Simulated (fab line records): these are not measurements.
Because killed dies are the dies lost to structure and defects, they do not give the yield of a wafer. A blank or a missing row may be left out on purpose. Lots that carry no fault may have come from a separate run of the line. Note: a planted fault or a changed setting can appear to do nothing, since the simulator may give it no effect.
Split-lot trial / flow sfqLine / 23 wafers read across 5 lots, on a route 325 steps long

## THE SPLIT
At SFQ_TRILAYER_I2_VIA_LITHO_COAT_067 (resist thk 650 nm), the setting resistThkNm was moved away from the recipe's 650 nm on 5 of the 23 wafers read, by +3.5% to +5.4%. The other wafers ran this setting at the recipe's value.

Between the split and the reading, the file records no step.

## THE READING
KrF_of_TRILAYER_I2_VIA_LITHO_COAT_067.thkNm (the simulator's own value, which no gauge read), in nm, at SFQ_TRILAYER_I2_VIA_ETCH_VIA_ETCH_070 (etches SiO2 in CHF3, stops on Nb, target depth 260 nm). No usual value for it is given in the file. The 18 wafers here that ran the recipe average 529.8 nm, standard deviation 2.3 nm.

wafer=L079.2; tool, chamber at the split=lithoTrack-01, 0; resistThkNm as run, nm=650; against the recipe=recipe; KrF_of_TRILAYER_I2_VIA_LITHO_COAT_067.thkNm, nm=534.5; against lot-mates on the recipe=-
wafer=L079.3; tool, chamber at the split=lithoTrack-01, 0; resistThkNm as run, nm=650; against the recipe=recipe; KrF_of_TRILAYER_I2_VIA_LITHO_COAT_067.thkNm, nm=531.5; against lot-mates on the recipe=-
wafer=L079.4; tool, chamber at the split=lithoTrack-01, 0; resistThkNm as run, nm=650; against the recipe=recipe; KrF_of_TRILAYER_I2_VIA_LITHO_COAT_067.thkNm, nm=529.1; against lot-mates on the recipe=-
wafer=L079.5; tool, chamber at the split=lithoTrack-01, 0; resistThkNm as run, nm=650; against the recipe=recipe; KrF_of_TRILAYER_I2_VIA_LITHO_COAT_067.thkNm, nm=530.6; against lot-mates on the recipe=-
wafer=L079.6; tool, chamber at the split=lithoTrack-01, 0; resistThkNm as run, nm=650; against the recipe=recipe; KrF_of_TRILAYER_I2_VIA_LITHO_COAT_067.thkNm, nm=531.2; against lot-mates on the recipe=-
wafer=L081.3; tool, chamber at the split=lithoTrack-03, 0; resistThkNm as run, nm=650; against the recipe=recipe; KrF_of_TRILAYER_I2_VIA_LITHO_COAT_067.thkNm, nm=533.5; against lot-mates on the recipe=-
wafer=L081.5; tool, chamber at the split=lithoTrack-03, 0; resistThkNm as run, nm=650; against the recipe=recipe; KrF_of_TRILAYER_I2_VIA_LITHO_COAT_067.thkNm, nm=531.5; against lot-mates on the recipe=-
wafer=L081.6; tool, chamber at the split=lithoTrack-03, 0; resistThkNm as run, nm=650; against the recipe=recipe; KrF_of_TRILAYER_I2_VIA_LITHO_COAT_067.thkNm, nm=531.8; against lot-mates on the recipe=-
wafer=L083.1; tool, chamber at the split=lithoTrack-04, 0; resistThkNm as run, nm=650; against the recipe=recipe; KrF_of_TRILAYER_I2_VIA_LITHO_COAT_067.thkNm, nm=530.5; against lot-mates on the recipe=-
wafer=L083.2; tool, chamber at the split=lithoTrack-04, 0; resistThkNm as run, nm=650; against the recipe=recipe; KrF_of_TRILAYER_I2_VIA_LITHO_COAT_067.thkNm, nm=529.5; against lot-mates on the recipe=-
wafer=L083.4; tool, chamber at the split=lithoTrack-04, 0; resistThkNm as run, nm=650; against the recipe=recipe; KrF_of_TRILAYER_I2_VIA_LITHO_COAT_067.thkNm, nm=527.8; against lot-mates on the recipe=-
wafer=L083.5; tool, chamber at the split=lithoTrack-04, 0; resistThkNm as run, nm=650; against the recipe=recipe; KrF_of_TRILAYER_I2_VIA_LITHO_COAT_067.thkNm, nm=528.9; against lot-mates on the recipe=-
wafer=L083.6; tool, chamber at the split=lithoTrack-04, 0; resistThkNm as run, nm=650; against the recipe=recipe; KrF_of_TRILAYER_I2_VIA_LITHO_COAT_067.thkNm, nm=531.3; against lot-mates on the recipe=-
wafer=L084.1; tool, chamber at the split=lithoTrack-01, 0; resistThkNm as run, nm=650; against the recipe=recipe; KrF_of_TRILAYER_I2_VIA_LITHO_COAT_067.thkNm, nm=528.2; against lot-mates on the recipe=-
wafer=L084.2; tool, chamber at the split=lithoTrack-01, 0; resistThkNm as run, nm=650; against the recipe=recipe; KrF_of_TRILAYER_I2_VIA_LITHO_COAT_067.thkNm, nm=527.1; against lot-mates on the recipe=-
wafer=L084.3; tool, chamber at the split=lithoTrack-01, 0; resistThkNm as run, nm=650; against the recipe=recipe; KrF_of_TRILAYER_I2_VIA_LITHO_COAT_067.thkNm, nm=525.9; against lot-mates on the recipe=-
wafer=L084.4; tool, chamber at the split=lithoTrack-01, 0; resistThkNm as run, nm=672.9; against the recipe=+3.5%; KrF_of_TRILAYER_I2_VIA_LITHO_COAT_067.thkNm, nm=551.1; against lot-mates on the recipe=+24.0
wafer=L084.6; tool, chamber at the split=lithoTrack-01, 0; resistThkNm as run, nm=672.9; against the recipe=+3.5%; KrF_of_TRILAYER_I2_VIA_LITHO_COAT_067.thkNm, nm=550.2; against lot-mates on the recipe=+23.1
wafer=L085.1; tool, chamber at the split=lithoTrack-01, 0; resistThkNm as run, nm=650; against the recipe=recipe; KrF_of_TRILAYER_I2_VIA_LITHO_COAT_067.thkNm, nm=526.3; against lot-mates on the recipe=-
wafer=L085.2; tool, chamber at the split=lithoTrack-01, 0; resistThkNm as run, nm=685; against the recipe=+5.4%; KrF_of_TRILAYER_I2_VIA_LITHO_COAT_067.thkNm, nm=563.3; against lot-mates on the recipe=+36.1
wafer=L085.3; tool, chamber at the split=lithoTrack-01, 0; resistThkNm as run, nm=685; against the recipe=+5.4%; KrF_of_TRILAYER_I2_VIA_LITHO_COAT_067.thkNm, nm=564.1; against lot-mates on the recipe=+37.0
wafer=L085.4; tool, chamber at the split=lithoTrack-01, 0; resistThkNm as run, nm=685; against the recipe=+5.4%; KrF_of_TRILAYER_I2_VIA_LITHO_COAT_067.thkNm, nm=563.6; against lot-mates on the recipe=+36.5
wafer=L085.5; tool, chamber at the split=lithoTrack-01, 0; resistThkNm as run, nm=650; against the recipe=recipe; KrF_of_TRILAYER_I2_VIA_LITHO_COAT_067.thkNm, nm=528; against lot-mates on the recipe=-

THE FIT
A straight line over all 23 wafers: KrF_of_TRILAYER_I2_VIA_LITHO_COAT_067.thkNm changes by +6.21 nm for each +1% of resistThkNm; r = +0.99; the points scatter about the line by 2.2 nm.
The same after taking each lot's own level away (the mean of its wafers on the recipe; 23 wafers): +6.76 nm for each +1%; r = +1.00; scatter 1.2 nm.
According to that fit, moving resistThkNm by its largest amount changes the reading by 36 nm.
Measured against the standard deviation above, the lots' own levels, which go from 527.07 to 532.27 nm, span 2.2 times it.
The two slopes are in agreement: the lot-to-lot level therefore moves the slope only a little.
Check: for one of the wafers moved furthest among these (+5.4%), held out of the fit, the line's prediction against its lot-mates is +36.5 nm. It came out at +36.1 nm against them.

## ADDITIONAL SPLITS CARRIED BY THESE WAFERS
Note: prior to the reading, these wafers also went through further splits. Each is held against what the fit with the lots' levels taken away leaves over:
other split on the same wafers=SFQ_TRILAYER_I1_VIA_LITHO_COAT_049 resistThkNm; wafers away from the commonest value=11; r with KrF_of_TRILAYER_I2_VIA_LITHO_COAT_067.thkNm (lot level and that fit taken away)=-0.06
other split on the same wafers=SFQ_TRILAYER_M2_LITHO_COAT_062 spinRpm; wafers away from the commonest value=5; r with KrF_of_TRILAYER_I2_VIA_LITHO_COAT_067.thkNm (lot level and that fit taken away)=+0.17
other split on the same wafers=SFQ_TRILAYER_M2_BARC_OPEN_METAL_ETCH_077 timeS; wafers away from the commonest value=9; r with KrF_of_TRILAYER_I2_VIA_LITHO_COAT_067.thkNm (lot level and that fit taken away)=-0.05

## THE WHOLE CHAIN: every reading that the file lists as answering this split, in the file's order
step=SFQ_TRILAYER_I2_VIA_LITHO_COAT_067; what it does=resist thk 650 nm; reading=KrF_of_TRILAYER_I2_VIA_LITHO_COAT_067.thkNm (the simulator's own value, which no gauge read); change (the file's fit)=+6.69 nm for each +1% of the setting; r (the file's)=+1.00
step=SFQ_TRILAYER_I2_VIA_ETCH_VIA_ETCH_070; what it does=etches SiO2 in CHF3, stops on Nb, target depth 260 nm; reading=KrF_of_TRILAYER_I2_VIA_LITHO_COAT_067.thkNm (the simulator's own value, which no gauge read); change (the file's fit)=+6.76 nm for each +1% of the setting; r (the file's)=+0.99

## FILE'S OWN FIT
KrF_of_TRILAYER_I2_VIA_LITHO_COAT_067.thkNm changes by +6.76 nm for each +1% of resistThkNm, r = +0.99.
